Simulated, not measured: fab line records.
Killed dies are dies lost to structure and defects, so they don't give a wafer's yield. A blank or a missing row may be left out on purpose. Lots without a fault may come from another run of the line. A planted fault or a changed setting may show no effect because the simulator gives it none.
What tool caused it? :: flow gf180mcu :: Sampling: 15 lots, 39 wafers, 3 of 602 route steps

## WHAT THE GAUGES SHOWED, per wafer
GF_M2_OVL_MEAS_15.
lot: L316
measured: day 19 11:05
on: overlay-01
M2_OVL (nm): 8 -2 9

lot: L317
measured: day 19 21:01
on: overlay-02
M2_OVL (nm): -3 -3 -4

lot: L319
measured: day 20 16:10
on: overlay-02
M2_OVL (nm): 10 -1 7

lot: L320
measured: day 21 08:01
on: overlay-02
M2_OVL (nm): -9 -5 -7

lot: L321
measured: day 21 15:37
on: overlay-02
M2_OVL (nm): 1 -2 5

lot: L323
measured: day 22 09:55
on: overlay-02
M2_OVL (nm): 13 8 0

lot: L325
measured: day 23 08:46
on: overlay-02
M2_OVL (nm): 1 3 -5

lot: L327
measured: day 23 15:40
on: overlay-02
M2_OVL (nm): 2 8 -1

lot: L328
measured: day 23 23:01
on: overlay-02
M2_OVL (nm): 4 4 5

lot: L330
measured: day 24 15:43
on: overlay-02
M2_OVL (nm): -5 1 2

lot: L332
measured: day 25 01:41
on: overlay-01
M2_OVL (nm): 9

lot: L333
measured: day 25 12:23
on: overlay-02
M2_OVL (nm): 5

lot: L334
measured: day 25 23:31
on: overlay-01
M2_OVL (nm): 7 18 10

lot: L336
measured: day 26 13:59
on: overlay-02
M2_OVL (nm): -3

lot: L337
measured: day 26 23:29
on: overlay-02
M2_OVL (nm): -1 1 2

GF_M3_RS_MEAS_05: measures by four-point-probe.
lot: L316
measured: day 20 14:05
on: filmMetro-02
M3_ALCU_RS (ohm/sq): 0.0691 0.0702 0.0692

lot: L317
measured: day 20 23:50
on: filmMetro-02
M3_ALCU_RS (ohm/sq): 0.0686 0.0694 0.0699

lot: L319
measured: day 21 19:37
on: filmMetro-04
M3_ALCU_RS (ohm/sq): 0.0694 0.0695 0.0686

lot: L320
measured: day 22 10:52
on: filmMetro-01
M3_ALCU_RS (ohm/sq): 0.0691 0.0688 0.0699

lot: L321
measured: day 22 18:09
on: filmMetro-04
M3_ALCU_RS (ohm/sq): 0.0706 0.0699 0.0697

lot: L323
measured: day 23 12:01
on: filmMetro-02
M3_ALCU_RS (ohm/sq): 0.0706 0.0698 0.0688

lot: L325
measured: day 24 10:32
on: filmMetro-04
M3_ALCU_RS (ohm/sq): 0.0707 0.0707 0.0708

lot: L327
measured: day 24 17:04
on: filmMetro-02
M3_ALCU_RS (ohm/sq): 0.0679 0.0676 0.0684

lot: L328
measured: day 24 23:26
on: filmMetro-04
M3_ALCU_RS (ohm/sq): 0.0698 0.0693 0.0701

lot: L330
measured: day 25 17:14
on: filmMetro-01
M3_ALCU_RS (ohm/sq): 0.0689 0.0695 0.0687

lot: L332
measured: day 26 02:32
on: filmMetro-02
M3_ALCU_RS (ohm/sq): 0.0694

lot: L333
measured: day 26 12:40
on: filmMetro-02
M3_ALCU_RS (ohm/sq): 0.0693

lot: L334
measured: day 26 22:37
on: filmMetro-04
M3_ALCU_RS (ohm/sq): 0.0688 0.0690 0.0692

lot: L336
measured: day 27 13:40
on: filmMetro-01
M3_ALCU_RS (ohm/sq): 0.0702

lot: L337
measured: day 27 22:31
on: filmMetro-01
M3_ALCU_RS (ohm/sq): 0.0681 0.0686 0.0677

## TOOL THAT RAN EACH LOT (tool first, then ch and the chambers of the sampled wafers, then the start)
lot: L316
GF_V2_SPUTTER_21: pvdSputter-03, day 20 13:10

lot: L317
GF_V2_SPUTTER_21: pvdSputter-04, day 20 22:54

lot: L319
GF_V2_SPUTTER_21: pvdSputter-01, day 21 18:42

lot: L320
GF_V2_SPUTTER_21: pvdSputter-03, day 22 09:56

lot: L321
GF_V2_SPUTTER_21: pvdSputter-03, day 22 17:13

lot: L323
GF_V2_SPUTTER_21: pvdSputter-04, day 23 11:06

lot: L325
GF_V2_SPUTTER_21: pvdSputter-03, day 24 09:34

lot: L327
GF_V2_SPUTTER_21: pvdSputter-04, day 24 16:07

lot: L328
GF_V2_SPUTTER_21: pvdSputter-03, day 24 22:30

lot: L330
GF_V2_SPUTTER_21: pvdSputter-04, day 25 16:18

lot: L332
GF_V2_SPUTTER_21: pvdSputter-03, day 26 01:35

lot: L333
GF_V2_SPUTTER_21: pvdSputter-04, day 26 11:40

lot: L334
GF_V2_SPUTTER_21: pvdSputter-04, day 26 21:43

lot: L336
GF_V2_SPUTTER_21: pvdSputter-03, day 27 12:41

lot: L337
GF_V2_SPUTTER_21: pvdSputter-01, day 27 21:36
- GF_V2_SPUTTER_21: material Ti, target thk 15 nm, time 80.02 s.

## AS READ BY THE TOOLS THEMSELVES (means over the sampled wafers that have a number; for cases with no such wafer, the mark the record gives instead)
GF_V2_SPUTTER_21.
lot: L316
tool: pvdSputter-03
throttleValvePct (%): 29.5

lot: L317
tool: pvdSputter-04
throttleValvePct (%): 29.4

lot: L319
tool: pvdSputter-01
throttleValvePct (%): 31.0

lot: L320
tool: pvdSputter-03
throttleValvePct (%): 29.1

lot: L321
tool: pvdSputter-03
throttleValvePct (%): 29.5

lot: L323
tool: pvdSputter-04
throttleValvePct (%): 29.6

lot: L325
tool: pvdSputter-03
throttleValvePct (%): 29.2

lot: L327
tool: pvdSputter-04
throttleValvePct (%): 29.6

lot: L328
tool: pvdSputter-03
throttleValvePct (%): 29.3

lot: L330
tool: pvdSputter-04
throttleValvePct (%): 29.7

lot: L332
tool: pvdSputter-03
throttleValvePct (%): 30.2

lot: L333
tool: pvdSputter-04
throttleValvePct (%): 29.3

lot: L334
tool: pvdSputter-04
throttleValvePct (%): 29.6

lot: L336
tool: pvdSputter-03
throttleValvePct (%): 29.2

lot: L337
tool: pvdSputter-01
throttleValvePct (%): 30.2

## THE ANSWER, worked out from the rows above alone
Rule: usual is defined by the lots themselves. Put in order of their means at a reading, lots are off if they are a third of the lots or fewer, leave a main group of 4 or more, and stand apart from it by a gap of 3 or more times the standard deviation of the main group's means; of several such gaps the widest counts. The tables above print the reading to a certain number of digits; a main group whose means all agree to those digits is not used. Also off: a lot with no number at a reading for which 4 or more lots have one. All remaining lots with rows at the step are treated as sound. First the gauges in route order, then the tools' own readings, where a lot's mean is used as printed above. The first step at which some lot is off is used, and at that step the reading that is off furthest; a lot without a number counts as furthest.
Nothing can be told from this: no lot is off at any reading shown.

## WHAT THE SIMULATOR PUT IN
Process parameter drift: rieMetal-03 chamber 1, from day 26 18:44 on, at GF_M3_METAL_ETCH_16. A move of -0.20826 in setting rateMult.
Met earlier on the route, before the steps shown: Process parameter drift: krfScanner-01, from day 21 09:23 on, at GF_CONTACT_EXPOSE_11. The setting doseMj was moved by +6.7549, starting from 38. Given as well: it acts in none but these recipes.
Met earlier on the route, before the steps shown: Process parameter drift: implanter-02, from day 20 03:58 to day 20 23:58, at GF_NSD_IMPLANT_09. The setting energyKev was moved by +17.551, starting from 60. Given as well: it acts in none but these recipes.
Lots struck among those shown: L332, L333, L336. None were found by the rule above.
